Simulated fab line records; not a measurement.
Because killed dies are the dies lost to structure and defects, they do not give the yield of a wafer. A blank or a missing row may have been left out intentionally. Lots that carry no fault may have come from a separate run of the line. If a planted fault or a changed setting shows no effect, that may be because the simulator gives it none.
Chamber matching / flow sky130 / 4 sister chambers for SKY_METAL4_ETCH_17 on rie-diel-03
The step etches SiO2 in C4F8/O2/Ar, stops on TiN, time 3.9 s, target depth 15 nm. 4 wafers are shown with their chamber, then 7 later ones without.

EACH WAFER AND ITS CHAMBER
wafer=L944.1; chamber=1; oes-product-au (a.u.)=0.759
wafer=L944.2; chamber=0; oes-product-au (a.u.)=0.751
wafer=L942.2; chamber=3; oes-product-au (a.u.)=0.755
wafer=L942.3; chamber=2; oes-product-au (a.u.)=0.759

WAFERS WITH NO CHAMBER GIVEN
wafer=L942.6; oes-product-au (a.u.)=0.762
wafer=L949.3; oes-product-au (a.u.)=0.759
wafer=L949.4; oes-product-au (a.u.)=0.756
wafer=L949.5; oes-product-au (a.u.)=0.763
wafer=L951.1; oes-product-au (a.u.)=0.751
wafer=L951.3; oes-product-au (a.u.)=0.751
wafer=L951.6; oes-product-au (a.u.)=0.753

CHAMBER TAKEN BY EACH
wafer=L942.6; from the rows above=can't be placed: 1 or 2 or 3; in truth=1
wafer=L949.3; from the rows above=can't be placed: 1 or 2 or 3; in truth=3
wafer=L949.4; from the rows above=can't be placed: 3 or 1 or 2 or 0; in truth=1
wafer=L949.5; from the rows above=can't be placed: 1 or 2 or 3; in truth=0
wafer=L951.1; from the rows above=can't be placed: 0 or 3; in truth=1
wafer=L951.3; from the rows above=can't be placed: 0 or 3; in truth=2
wafer=L951.6; from the rows above=can't be placed: 0 or 3 or 1 or 2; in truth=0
Placed correctly: 0 of 7. From these rows, 7 cannot be placed; in 4 the true chamber is one of the candidates. Wrongly placed: 0.
How it was worked out, from the rows above alone: a wafer's distance from a chamber is the root of the sum, over the readings, of the square of ((its reading less the chamber's mean) divided by the reading's scatter). If the next closest chamber is less than 2 further off than the closest, the wafer can't be placed; otherwise it belongs to the closest. For every chamber, the mean is computed from those of its wafers that are shown. The scatter: with one shown wafer a chamber, the root of the mean of the squares of how far each hidden wafer lies from its nearest shown one.
